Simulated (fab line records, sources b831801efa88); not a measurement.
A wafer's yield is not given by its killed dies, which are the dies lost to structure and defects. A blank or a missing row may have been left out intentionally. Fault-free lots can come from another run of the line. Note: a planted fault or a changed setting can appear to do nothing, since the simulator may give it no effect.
The same fault as seen by 2 desks | flow sky130 | only its own numbers are on each desk; what lay behind them is given at the end

== THE METROLOGY DESK ==
What the gauges read, lot by lot, whatever tool the lot ran on: means of the sampled wafers that have a number. Marked OUT: a lot whose mean sits more than 4 standard deviations from the usual mean, which makes it out of limits; the brackets give that distance.
Columns: A = FIELD_ISO_OXIDATION_00_THK at SKY_FIELD_ISO_THK_MEAS_02, usual 12.07 nm; B = VT_ADJUST_HVTP_TW at SKY_VT_ADJUST_HVTP_TW_MEAS_11, usual 1357; C = POLY_GATE_CVD_00_THK at SKY_POLY_GATE_THK_MEAS_01, usual 180.3 nm; D = SD_N_RS at SKY_SD_N_RS_MEAS_16, usual 68.67 ohm/sq; E = SD_P_RS at SKY_SD_N_RS_MEAS_17, usual 147.3 ohm/sq
lot  | first seen here | A     | B    | C               | D     | E
L319 | day 1 11:38     | 12.00 | 1363 | 182.2           | 68.61 | 147.5
L320 | day 1 16:42     | 12.25 | 1357 | 182.1           | 68.61 | 146.7
L321 | day 1 22:26     | 12.29 | 1356 | 179.4           | 68.45 | 146.8
L322 | day 2 02:50     | 12.01 | 1359 | 180.8           | 68.84 | 147.7
L324 | day 2 14:13     | 12.58 | 1350 | 179.8           | 68.55 | 146.6
L325 | day 2 17:39     | 11.88 | 1356 | 178.8           | 68.56 | 147.0
L326 | day 3 00:47     | 11.98 | 1358 | 179.8           | 68.85 | 147.7
L328 | day 3 09:13     | 12.42 | 1357 | 178.2           | 68.80 | 147.7
L329 | day 3 13:39     | 12.32 | 1358 | 180.9           | 68.61 | 146.9
L332 | day 4 05:53     | 12.10 | 1358 | 254.6 (+46) OUT | -     | -
L333 | day 4 11:53     | 12.19 | 1366 | 254.5 (+46) OUT | -     | -
L340 | day 5 21:31     | 11.88 | 1357 | 181.3           | 68.98 | 147.8
L341 | day 6 01:41     | 11.92 | 1352 | 179.0           | 68.75 | 147.7
L342 | day 6 07:04     | 11.95 | 1360 | 177.7           | 68.54 | 147.1
This desk reports L332, L333 out of limits; the earliest was L332 at day 18 12:44 (POLY_GATE_CVD_00_THK at SKY_POLY_GATE_THK_MEAS_01). L319, L320, L321, L322, L324, L325, L326, L328, L329, L340, L341, L342: within limits.

== AT THE TOOL OWNER'S DESK: lpcvd-01 ==
The tool's own readings at SKY_POLY_GATE_CVD_00 (deposits poly-Si, target thk 180 nm, time 720 s): means of the sampled wafers that have a number, for each lot that ran on this tool. Marked OUT: a lot whose mean sits more than 4 standard deviations from the usual mean, which makes it out of limits; the brackets give that distance.
Columns: A = susceptor_temp_C at SKY_POLY_GATE_CVD_00, usual 619.99 C
lot  | first seen here | A
L319 | day 14 03:37    | 619.78
L320 | day 14 08:03    | 620.16
L321 | day 14 19:06    | 619.85
L322 | day 15 03:53    | 620.28
L324 | day 15 15:34    | 620.12
L325 | day 15 21:59    | 619.84
L326 | day 17 00:17    | 619.56
L328 | day 17 07:08    | 620.17
L329 | day 17 16:40    | 619.90
L332 | day 18 11:31    | 619.88
L333 | day 18 21:34    | 620.09
L340 | day 21 07:55    | 619.95
L341 | day 21 23:13    | 619.75
L342 | day 22 01:43    | 620.01
This desk's verdict: no lot among the 14 shows anything out of limits.

== TAKEN TOGETHER ==
Metrology desk: alarm possible at day 18 12:44 on L332, L333.
Nothing out of limits was seen by the tool owner's desk.
The tool owner's desk has L332, L333 on record, within its limits.
Every lot named ran SKY_POLY_GATE_CVD_00 on lpcvd-01.

== WHAT THE SIMULATOR HAD INSERTED ==
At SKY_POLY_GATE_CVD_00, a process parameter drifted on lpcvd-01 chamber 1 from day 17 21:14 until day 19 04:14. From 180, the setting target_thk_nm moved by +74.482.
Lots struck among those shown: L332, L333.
Time in hours between the start of the fault and the first out-of-limits reading at each desk: metrology desk, 15.
